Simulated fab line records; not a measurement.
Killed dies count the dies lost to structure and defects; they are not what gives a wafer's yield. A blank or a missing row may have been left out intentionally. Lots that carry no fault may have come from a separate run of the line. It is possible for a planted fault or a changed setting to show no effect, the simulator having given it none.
The tool behind it: which one? ; flow sky130 ; 39 wafers from 13 lots sampled at 5 of the route's 708 steps

== WHAT THE GAUGES SHOWED, per wafer ==
SKY_VT_ADJUST_HVTR_OVL_MEAS_08. Usual: VT_ADJUST_HVTR_OVL -0.3 nm, standard deviation 1.5.
lot;measured;on;VT_ADJUST_HVTR_OVL (nm);flag
L315;day 9 20:49;overlay-01;-1.1 -1.6 -2.6;
L316;day 9 22:50;overlay-01;0.5 0.7 -0.3;
L317;day 10 13:58;overlay-01;0.5 -1.6 -1.9;
L318;day 10 17:00;overlay-01;1.0 0.5 2.4;
L319;day 10 19:09;overlay-02;-1.2 -1.0 -2.1;
L320;day 11 15:28;overlay-01;-2.2 2.5 1.4;
L322;day 11 18:45;overlay-02;1.1 -0.1 0.4;
L329;day 13 22:42;overlay-01;-0.5 0.2 1.5;
L330;day 14 15:13;overlay-01;-0.8 1.1 -2.0;
L332;day 15 01:36;overlay-01;0.7 1.9 -0.5;
L333;day 15 20:48;overlay-01;1.4 -0.1 -1.0;
L335;day 15 23:47;overlay-02;-2.5 -2.2 -0.9;
L337;day 17 00:24;overlay-01;0.6 -0.3 0.2;

SKY_RES_PROTECT_TW_MEAS_08. Usual: POLY_GATE_TW 4007, standard deviation 40.
lot;measured;on;POLY_GATE_TW;flag
L315;day 15 07:37;film-metro-01;4015 4015 4025;
L316;day 15 17:59;film-metro-04;3996 3993 3994;
L317;day 16 04:57;film-metro-04;3943 3977 3992;
L318;day 16 13:11;film-metro-03;4042 4048 4023;
L319;day 16 14:48;film-metro-04;3953 3943 3942;
L320;day 17 17:46;film-metro-03;4018 4047 4030;
L322;day 17 19:21;film-metro-03;4058 4033 4034;
L329;day 20 12:14;film-metro-03;4042 4058 4077;
L330;day 21 04:56;film-metro-01;4009 3992 4007;
L332;day 21 16:33;film-metro-01;3997 3991 3988;
L333;day 22 15:02;film-metro-01;3998 3989 4013;
L335;day 22 18:05;film-metro-04;3940 3925 3953;
L337;day 23 16:50;film-metro-04;3972 3990 3971;

SKY_SD_N_TW_MEAS_12. Usual: SD_N_TW 3983, standard deviation 41.
lot;measured;on;SD_N_TW;flag
L315;day 28 05:50;film-metro-04;3956 3954 3928;
L316;day 28 19:29;film-metro-02;4005 4003 4025;
L317;day 29 01:27;film-metro-04;3965 3955 3953;
L318;day 29 08:14;film-metro-03;3994 4026 4018;
L319;day 29 12:22;film-metro-02;4019 4014 4022;
L320;day 30 12:16;film-metro-03;4034 4018 4016;
L322;day 30 12:58;film-metro-02;4030 4018 4022;
L329;day 32 21:47;film-metro-02;4030 4009 4037;
L330;day 33 11:27;film-metro-02;4037 4036 4059;
L332;day 33 22:50;film-metro-04;3956 3979 3952;
L333;day 34 15:20;film-metro-03;3935 3967 3965;
L335;day 34 21:12;film-metro-03;3949 3953 3960;
L337;day 35 19:17;film-metro-02;4016 3999 4024;

== WHICH TOOL RAN EACH LOT (tool, then ch and the chambers of the sampled wafers, then the start) ==
lot;SKY_VT_ADJUST_HVTR_COAT_02;SKY_VT_ADJUST_HVTR_STRIP_10
L315;litho-track-04 ch 0, day 9 05:52;plasma-asher-02 ch 0,1, day 9 21:35
L316;litho-track-02 ch 0, day 9 15:47;plasma-asher-02 ch 1, day 9 23:50
L317;litho-track-01 ch 0, day 10 01:10;plasma-asher-01 ch 0,1, day 10 14:08
L318;litho-track-01 ch 0, day 10 04:23;plasma-asher-02 ch 0,1, day 10 17:11
L319;litho-track-04 ch 0, day 10 07:28;plasma-asher-04 ch 0,1, day 10 19:22
L320;litho-track-01 ch 0, day 11 02:35;plasma-asher-04 ch 0,1, day 11 15:40
L322;litho-track-01 ch 0, day 11 06:02;plasma-asher-02 ch 0,1, day 11 18:58
L329;litho-track-01 ch 0, day 13 09:23;plasma-asher-01 ch 0,1, day 13 22:53
L330;litho-track-02 ch 0, day 14 02:01;plasma-asher-02 ch 0,1, day 14 15:23
L332;litho-track-02 ch 0, day 14 11:02;plasma-asher-04 ch 1, day 15 01:47
L333;litho-track-01 ch 0, day 15 06:56;plasma-asher-02 ch 0,1, day 15 20:59
L335;litho-track-04 ch 0, day 15 09:26;plasma-asher-04 ch 0,1, day 15 23:58
L337;litho-track-01 ch 0, day 16 10:02;plasma-asher-01 ch 0,1, day 17 00:35
- SKY_VT_ADJUST_HVTR_COAT_02: resist thk 1140 nm.
- SKY_VT_ADJUST_HVTR_STRIP_10: strips in O2/N2.

== WHAT THE TOOLS THEMSELVES READ (means of the sampled wafers that have a number; where no wafer has one, the mark that the record gives instead) ==
SKY_VT_ADJUST_HVTR_COAT_02. Usual: spin-speed-rpm reads 2999.9 rpm (standard deviation 1.9).
lot;tool;spin-speed-rpm (rpm);flag
L315;litho-track-04;3000.3;
L316;litho-track-02;2999.3;
L317;litho-track-01;2999.7;
L318;litho-track-01;2998.7;
L319;litho-track-04;2997.8;
L320;litho-track-01;2998.6;
L322;litho-track-01;2999.6;
L329;litho-track-01;2998.5;
L330;litho-track-02;3138.6;OFF
L332;litho-track-02;3140.5;OFF
L333;litho-track-01;3000.1;
L335;litho-track-04;2999.7;
L337;litho-track-01;2998.6;

SKY_VT_ADJUST_HVTR_STRIP_10. Usual: drypump-motor-current-A 5.9 A, standard deviation 0.46; oes-product-au 0.716 a.u., standard deviation 0.0047; strip-time-to-endpoint-s 14.20 s, standard deviation 0.04.
lot;tool;drypump-motor-current-A (A);oes-product-au (a.u.);strip-time-to-endpoint-s (s);flag
L315;plasma-asher-02;6.4;0.716;14.17;
L316;plasma-asher-02;6.5;0.718;14.16;
L317;plasma-asher-01;6.0;0.714;14.24;
L318;plasma-asher-02;6.4;0.711;14.24;
L319;plasma-asher-04;5.5;0.719;14.18;
L320;plasma-asher-04;5.5;0.714;14.21;
L322;plasma-asher-02;6.3;0.714;14.23;
L329;plasma-asher-01;6.0;0.717;14.25;
L330;plasma-asher-02;6.4;0.715;13.85;OFF
L332;plasma-asher-04;5.7;0.718;13.90;OFF
L333;plasma-asher-02;6.4;0.715;14.18;
L335;plasma-asher-04;5.5;0.718;14.17;
L337;plasma-asher-01;6.0;0.715;14.16;

== THE ANSWER, worked out from the rows above alone ==
Rule: a lot is off if the mean of its wafers that have a number lies more than 3 standard deviations from the usual mean. A lot without any number at a reading at which 4 lots or more have one is off too. Where the step has rows for the other lots, those lots are counted as sound. First the gauges in route order, then the tools' own readings, where a lot's mean is used as printed above. The first step at which some lot is off is used, and at that step the reading that is off furthest; a lot without a number counts as furthest.
Off at SKY_VT_ADJUST_HVTR_COAT_02 (spin-speed-rpm): L330, L332.
A tool fits if, at that step or a process step before it, it ran every lot that is off, and no sound lot after the first of them. One fits: litho-track-02 at SKY_VT_ADJUST_HVTR_COAT_02. A fault onset in the window from L316 (day 9 15:47, its last sound lot) to L330 (day 14 02:01, its first lot off) fits.
The tool's own readings at SKY_VT_ADJUST_HVTR_COAT_02 bear it out: on the lots that are off they differ by more than 5 times the standard deviation of the sound lots' means. spin-speed-rpm reads 3139.6 rpm there against 2999.2 rpm on the sound lots.

== WHAT HAD BEEN PUT IN BY THE SIMULATOR ==
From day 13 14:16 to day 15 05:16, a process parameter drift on litho-track-02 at SKY_VT_ADJUST_HVTR_COAT_02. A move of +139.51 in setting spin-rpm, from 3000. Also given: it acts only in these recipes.
Shown lots that were struck: L330, L332. The same result came from the rule above.
